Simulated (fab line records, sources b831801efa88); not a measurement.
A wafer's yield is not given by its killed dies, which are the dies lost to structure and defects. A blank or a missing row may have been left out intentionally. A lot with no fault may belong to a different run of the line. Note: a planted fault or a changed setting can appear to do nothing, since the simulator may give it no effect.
Which tool was responsible? | flow sky130 | Sampling: 14 lots, 42 wafers, 4 of 708 route steps

## WHAT THE GAUGES READ, wafer by wafer
SKY_VIA2_OVL_MEAS_13. Usual: VIA2_OVL 8 nm, standard deviation 5.1.
lot  | measured     | on         | VIA2_OVL (nm) | flag
L223 | day 35 19:10 | overlay-01 | 9 11 8        | 
L225 | day 36 19:27 | overlay-01 | 7 7 -1        | 
L226 | day 37 07:20 | overlay-01 | 10 7 10       | 
L227 | day 37 16:05 | overlay-02 | 16 9 4        | 
L228 | day 37 18:56 | overlay-02 | 13 8 1        | 
L229 | day 38 00:35 | overlay-01 | 11 12 9       | 
L230 | day 38 10:17 | overlay-01 | 2 9 2         | 
L231 | day 38 18:08 | overlay-02 | -2 7 9        | 
L232 | day 39 05:11 | overlay-02 | 0 7 6         | 
L233 | day 39 09:45 | overlay-01 | 3 13 6        | 
L239 | day 41 07:11 | overlay-01 | 11 13 16      | 
L241 | day 41 14:11 | overlay-01 | 13 12 7       | 
L242 | day 42 00:23 | overlay-01 | 7 0 8         | 
L243 | day 42 08:49 | overlay-01 | 11 7 15       | 

SKY_CAPM_RS_MEAS_03: uses a four-point probe to measure. Usual: CAPM_TIN_RS 6.94 ohm/sq, standard deviation 0.12.
lot  | measured     | on           | CAPM_TIN_RS (ohm/sq) | flag
L223 | day 35 20:55 | filmMetro-01 | 7.01 6.73 6.88       | 
L225 | day 36 21:20 | filmMetro-01 | 6.92 7.07 6.94       | 
L226 | day 37 09:11 | filmMetro-03 | 7.11 6.81 6.95       | 
L227 | day 37 17:53 | filmMetro-03 | 6.75 6.80 6.77       | 
L228 | day 37 20:41 | filmMetro-01 | 6.92 7.03 6.90       | 
L229 | day 38 02:22 | filmMetro-04 | 6.83 6.97 6.98       | 
L230 | day 38 12:04 | filmMetro-03 | 6.95 7.19 6.86       | 
L231 | day 38 19:53 | filmMetro-03 | 7.02 6.94 7.03       | 
L232 | day 39 06:58 | filmMetro-01 | 6.74 6.73 6.99       | 
L233 | day 39 11:31 | filmMetro-01 | 6.99 7.24 7.18       | 
L239 | day 41 08:56 | filmMetro-04 | 6.97 6.97 7.03       | 
L241 | day 41 16:20 | filmMetro-01 | 7.05 6.96 6.91       | 
L242 | day 42 02:10 | filmMetro-01 | 6.74 6.84 6.69       | 
L243 | day 42 10:34 | filmMetro-04 | 6.91 7.03 6.81       | 

SKY_METAL3_CD_MEAS_13: the cd target is 300 nm. Usual: 300.3 nm for cdNm, sd 1.2.
lot  | measured     | on       | cdNm (nm)         | flag
L223 | day 38 01:29 | cdSem-01 | 300.7 300.3 300.5 | 
L225 | day 39 00:48 | cdSem-02 | 300.5 300.6 302.8 | 
L226 | day 39 11:43 | cdSem-02 | 300.6 300.4 300.4 | 
L227 | day 39 19:35 | cdSem-02 | 300.9 300.1 300.7 | 
L228 | day 39 22:49 | cdSem-02 | 301.1 300.6 301.0 | 
L229 | day 40 04:55 | cdSem-01 | 299.0 299.7 298.1 | 
L230 | day 40 13:43 | cdSem-02 | 301.1 301.5 300.8 | 
L231 | day 40 21:04 | cdSem-01 | 300.0 301.0 300.3 | 
L232 | day 41 08:55 | cdSem-01 | 299.3 299.7 299.8 | 
L233 | day 41 12:17 | cdSem-02 | 301.5 301.3 301.8 | 
L239 | day 43 07:49 | cdSem-01 | 299.6 301.3 300.2 | 
L241 | day 43 14:43 | cdSem-02 | 301.6 300.3 300.4 | 
L242 | day 43 23:41 | cdSem-01 | 297.6 299.0 299.9 | 
L243 | day 44 08:31 | cdSem-01 | 301.2 302.2 300.7 | 

## EACH LOT AND THE TOOL THAT RAN IT (in order: tool; ch and the chambers of the sampled wafers; start)
lot  | SKY_METAL3_DEVELOP_12
L223 | lithoTrack-01 ch 0, day 38 01:00
L225 | lithoTrack-02 ch 0, day 39 00:00
L226 | lithoTrack-04 ch 0, day 39 11:00
L227 | lithoTrack-04 ch 0, day 39 19:00
L228 | lithoTrack-01 ch 0, day 39 22:00
L229 | lithoTrack-01 ch 0, day 40 04:00
L230 | lithoTrack-02 ch 0, day 40 13:00
L231 | lithoTrack-04 ch 0, day 40 20:00
L232 | lithoTrack-02 ch 0, day 41 08:00
L233 | lithoTrack-02 ch 0, day 41 12:00
L239 | lithoTrack-02 ch 0, day 43 07:00
L241 | lithoTrack-02 ch 0, day 43 14:00
L242 | lithoTrack-02 ch 0, day 43 23:00
L243 | lithoTrack-01 ch 0, day 44 08:00
- SKY_METAL3_DEVELOP_12: develop time 60 s.

## WHAT THE TOOLS THEMSELVES READ (means of the sampled wafers that have a number; where no wafer has one, the mark that the record gives instead)
SKY_METAL3_DEVELOP_12. Usual: 21.00 C for developerTempC, sd 0.12.
lot  | tool          | developerTempC (C) | flag
L223 | lithoTrack-01 | 20.90              | 
L225 | lithoTrack-02 | 20.80              | 
L226 | lithoTrack-04 | 21.02              | 
L227 | lithoTrack-04 | 21.08              | 
L228 | lithoTrack-01 | 20.98              | 
L229 | lithoTrack-01 | 21.03              | 
L230 | lithoTrack-02 | 20.90              | 
L231 | lithoTrack-04 | 21.00              | 
L232 | lithoTrack-02 | 21.09              | 
L233 | lithoTrack-02 | 21.22              | 
L239 | lithoTrack-02 | 21.65              | OFF
L241 | lithoTrack-02 | 21.56              | OFF
L242 | lithoTrack-02 | 21.66              | OFF
L243 | lithoTrack-01 | 21.10              | 

## THE ANSWER, worked out from the rows above alone
Rule: lot off if the mean of its wafers having a number is beyond 3 standard deviations from the usual mean. A lot without any number at a reading at which 4 lots or more have one is off too. Any other lot the step has rows for is counted as sound. Order of review: gauges by route order, followed by the tools' own readings, for which a lot's mean as printed above is used. The first step at which some lot is off is used, and at that step the reading that is off furthest; a lot without a number counts as furthest.
Off: L239, L241, L242 (SKY_METAL3_DEVELOP_12, developerTempC).
If a tool, at that step or one of the process steps before it, ran each lot that is off and ran no sound lot following the first of them, it fits. One fits: lithoTrack-02 at SKY_METAL3_DEVELOP_12. A fault onset in the window from L233 (day 41 12:00, its last sound lot) to L239 (day 43 07:00, its first lot off) fits.
The tool's own readings at SKY_METAL3_DEVELOP_12 bear it out: on the lots that are off they differ by more than 5 times the standard deviation of the sound lots' means. developerTempC reads 21.62 C there against 21.01 C on the sound lots.

## WHAT HAD BEEN PUT IN BY THE SIMULATOR
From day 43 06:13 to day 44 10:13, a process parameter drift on lithoTrack-02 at SKY_METAL3_DEVELOP_12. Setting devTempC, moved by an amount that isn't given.
Struck lots among those shown: L239, L241, L242. The rule given above showed the same thing.
